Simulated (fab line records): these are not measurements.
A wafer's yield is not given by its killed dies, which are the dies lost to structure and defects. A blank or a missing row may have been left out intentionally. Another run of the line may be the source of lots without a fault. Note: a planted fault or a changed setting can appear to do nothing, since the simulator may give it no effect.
Problem report, 8D (eight disciplines) form, completed by code / flow gf180mcu / the parts of the form that need people (team, actions taken, sign-off) are left out

== 1. WHAT IS WRONG ==
POLY_GATE_CVD_00_THK at GF_POLY_GATE_THK_MEAS_01 reads a mean of 179.0 nm on 9 wafers of 3 lots; wafers without a fault read 199.8 nm with a standard deviation of 2.7. Relative to the usual mean, that is a shift of -7.7 standard deviations.
First seen on wafer L347.1, day 11 03:34, on filmMetro-01. The record has a number at this step for 36 wafers belonging to 12 lots. Rule for "out" (also "out of limits"): further than 4 standard deviations from the usual mean. All remaining wafers that have a number are taken as sound.

== 2. WHAT IT IS AND WHAT IT IS NOT ==
question=which readings at this step | is=POLY_GATE_CVD_00_THK | is not=-
question=which lots | is=L347, L348, L349 | is not=L340, L341, L342, L343, L345, L358, L359, L360, L361
question=which wafers of those lots | is=all that have a number | is not=-
question=read on which gauges | is=filmMetro-01, filmMetro-04 | is not=filmMetro-02
question=when | is=from day 11 03:34 | is not=up to then (15 sound wafers); but 12 sound wafers of L358, L359, L360, L361 came after

== 3. WHAT RULES OUT EACH SUSPECT ==
Counting: a tool at any process step up to the reading remains a suspect when it ran all the lots that are out and ran no sound lot after the first of those.
- the gauge at GF_POLY_GATE_THK_MEAS_01 has been ruled out. The wafers that are out were read on 2 gauges (filmMetro-01, filmMetro-04).
- lpcvd-02 at GF_POLY_GATE_CVD_00 (deposits poly-Si, target thk 200 nm, time 1200 s): ruled out as a lasting fault. Following L347 (day 11 02:14), the first lot on it that is out, the sound lots L358, L361 were run on it.
Left after counting: nothing in the record.

== 4. THE CAUSE (what the simulator had put in) ==
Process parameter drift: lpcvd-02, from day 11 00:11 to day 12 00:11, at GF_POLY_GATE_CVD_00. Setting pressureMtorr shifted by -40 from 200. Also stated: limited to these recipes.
Counting ruled it out, wrongly: the rule takes a fault to strike every lot that its tool runs from its start on, and this one did not.

== 5. THE EFFECT CHAIN, in route order ==
One row per reading whose mean, taken over the struck wafers that have a number, lies over 3 standard deviations from the usual. Scope: only readings with a usual standard deviation given in the record; hours: median across lots of the time from each lot's start at the first step in this table that gives one to its start at this step; sigmas: change in usual standard deviations.
hours=0; step=GF_POLY_GATE_CVD_00; reading=pressureMtorr; usual=200.0 mTorr; on struck wafers=160.2; change=-39.8; sigmas=-99 or more
hours=1; step=GF_POLY_GATE_THK_MEAS_01; reading=POLY_GATE_CVD_00_THK; usual=199.8 nm; on struck wafers=179.0; change=-20.8; sigmas=-7.7
hours=21; step=GF_POLY_GATE_ETCH_13; reading=oesProductAu; usual=0.985 a.u.; on struck wafers=0.926; change=-0.059; sigmas=-7.7
Its process steps:
- GF_POLY_GATE_CVD_00: deposits poly-Si, target thk 200 nm, time 1200 s.
- GF_POLY_GATE_ETCH_13: etches poly-Si in HBr/Cl2, stops on SiO2, target depth 198.5 nm, time 69.6 s.

== 6. WHAT WOULD HAVE CAUGHT IT SOONER ==
The first out-of-limits reading at a measuring or inspecting step in this record came at day 11 03:34, 3 hours after the fault's start at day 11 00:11.
The tool's own readings at GF_POLY_GATE_CVD_00 were out on every struck wafer that the step has a row for (pressureMtorr): an alarm limit on them would have fired on the first of those.
